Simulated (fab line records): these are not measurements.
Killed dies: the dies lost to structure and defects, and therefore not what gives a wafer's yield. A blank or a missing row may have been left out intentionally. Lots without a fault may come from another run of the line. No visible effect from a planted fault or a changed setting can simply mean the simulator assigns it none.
2 desks looking at one fault ; flow sky130 ; every desk sees just its own numbers, and what lay behind them comes last

## FROM THE METROLOGY DESK
What the gauges read for every lot (on any tool): the sampled wafers with a number, averaged. Any lot whose mean is over 4 standard deviations away from the usual mean is out of limits and marked OUT; that distance is given in the brackets.
Columns: A = VIA3_OVL at SKY_VIA3_OVL_MEAS_13, usual 0 nm; B = VIA3_W_THK at SKY_VIA3_THK_MEAS_23, usual 403 nm
lot;first seen here;A;B
L323;day 41 14:45;4;397
L326;day 42 05:03;-4;407
L329;day 42 13:33;-2;398
L328;day 42 14:55;-7;400
L332;day 43 10:45;-1;412
L333;day 43 20:09;2;397
L335;day 44 09:04;76 (+13) OUT;412
L334;day 44 11:03;84 (+14) OUT;396
L336;day 44 14:19;-2;396
L337;day 45 00:56;5;405
L343;day 46 07:02;2;412
L345;day 46 20:45;-2;406
This desk's finding: out of limits on L334, L335; first on L335, day 44 09:04 (VIA3_OVL at SKY_VIA3_OVL_MEAS_13). Within limits: L323, L326, L329, L328, L332, L333, L336, L337, L343, L345.

## AT THE TOOL OWNER'S DESK: krfScanner-02
The tool's own readings at SKY_VIA3_EXPOSE_09 (exposes mask VIM3, target cd 200 nm): means of the sampled wafers that have a number, for each lot that ran on this tool. Any lot whose mean is over 4 standard deviations away from the usual mean is out of limits and marked OUT; that distance is given in the brackets.
Columns: A = stageVelMmS at SKY_VIA3_EXPOSE_09, usual 500.02 mm/s
lot;first seen here;A
L323;day 41 02:28;500.38
L328;day 42 03:17;499.71
L335;day 43 21:35;500.19
L334;day 43 23:26;500.06
This desk's finding: nothing out of limits on any of the 4 lots.

## TAKEN TOGETHER
An alarm was possible from the metrology desk at day 44 09:04, on L334, L335.
The tool owner's desk saw nothing out of limits.
The tool owner's desk has L334, L335 on record, within its limits.
Of the lots named, all ran SKY_VIA3_EXPOSE_09 on krfScanner-02.

## WHAT THE SIMULATOR HAD PUT IN
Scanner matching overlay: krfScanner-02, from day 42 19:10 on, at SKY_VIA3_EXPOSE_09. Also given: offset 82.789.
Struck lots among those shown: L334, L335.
Hours from the fault's start to each desk's first reading out of limits: the metrology desk, 38.
